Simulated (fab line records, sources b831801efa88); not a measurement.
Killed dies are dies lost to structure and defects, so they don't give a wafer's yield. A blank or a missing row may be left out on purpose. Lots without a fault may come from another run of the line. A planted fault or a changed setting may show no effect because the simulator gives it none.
Problem report in the 8D (eight disciplines) form, filled by code | flow gf180mcu | the parts of the form that need people (team, actions taken, sign-off) are left out

1. THE PROBLEM
STI_CVD_03_THK at GF_STI_THK_MEAS_04 reads a mean of 195.4 nm on 6 wafers of 2 lots; wafers without a fault read 207.1 nm with a standard deviation of 1.8. That is -6.5 standard deviations from the usual mean.
First seen on wafer L526.2, day 2 04:41, on film_metro-03. The record holds 36 wafers of 12 lots with a number at this step. Rule for "out", or "out of limits": more than 4 standard deviations from the usual mean. The other wafers with a number count as sound.

2. WHAT IT IS AND WHAT IT IS NOT
question                    | is                           | is not
which readings at this step | STI_CVD_03_THK               | -
which lots                  | L526, L527                   | L523, L524, L525, L528, L537, L538, L541, L542, L543, L545
which wafers of those lots  | all that have a number       | -
read on which gauges        | film_metro-01, film_metro-03 | film_metro-02
when                        | from day 2 04:41             | up to then (9 sound wafers); but 21 sound wafers of L528, L537, L538, L541, L542, L543, L545 came after

3. SUSPECTS, AND WHAT RULES EACH OUT
Counting: a tool at a process step up to the reading stays a suspect if it ran every lot that is out and no sound lot after the first of them.
- the gauge at GF_STI_THK_MEAS_04: ruled out. The wafers that are out were read on 2 gauges (film_metro-01, film_metro-03).
- lpcvd-01 at GF_STI_CVD_03 (deposits Si3N4 from DCS/NH3, target thk 207.16 nm, time 3551 s): ruled out as a lasting fault. Sound lots L542, L543 ran on it after its first lot that is out, L526 (day 2 02:42).
Left after counting: nothing in the record.

4. THE CAUSE (what the simulator had put in)
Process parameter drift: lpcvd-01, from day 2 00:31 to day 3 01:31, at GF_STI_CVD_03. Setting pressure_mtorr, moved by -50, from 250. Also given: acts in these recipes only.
Counting ruled it out, wrongly: the rule takes a fault to strike every lot that its tool runs from its start on, and this one did not.

5. THE CHAIN OF EFFECTS, in route order
Each row: a reading whose mean over the struck wafers that have a number lies more than 3 standard deviations from the usual. Only readings for which the record gives a usual standard deviation are gone through. hours: the time from each lot's start at the first step in this table that gives one to its start at this step, as a median over the lots. sigmas: the change in usual standard deviations.
hours | step               | reading        | usual       | on struck wafers | change | sigmas
0     | GF_STI_CVD_03      | pressure_mtorr | 250.1 mTorr | 200.0            | -50.1  | -95
2     | GF_STI_THK_MEAS_04 | STI_CVD_03_THK | 207.1 nm    | 195.4            | -11.7  | -6.5
15    | GF_STI_ETCH_13     | oes_product_au | 0.832 a.u.  | 0.805            | -0.027 | -4.7
The process steps in it:
- GF_STI_CVD_03: deposits Si3N4 from DCS/NH3, target thk 207.16 nm, time 3551 s.
- GF_STI_ETCH_13: etches the open film in CHF3/O2, stops on Si, target depth 282.31 nm, time 112.9 s.
Later measuring or inspecting steps at which every struck wafer that the step has a row for has a number for every such reading, and none has moved that far: GF_VT_IMPLANT_OVL_MEAS_07.

6. WHAT WOULD HAVE CAUGHT IT SOONER
In this record the first reading out of limits at a measuring or inspecting step was taken at day 2 04:41, 4 hours after the fault began at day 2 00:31.
The tool's own readings at GF_STI_CVD_03 were out on every struck wafer that the step has a row for (pressure_mtorr): an alarm limit on them would have fired on the first of those.
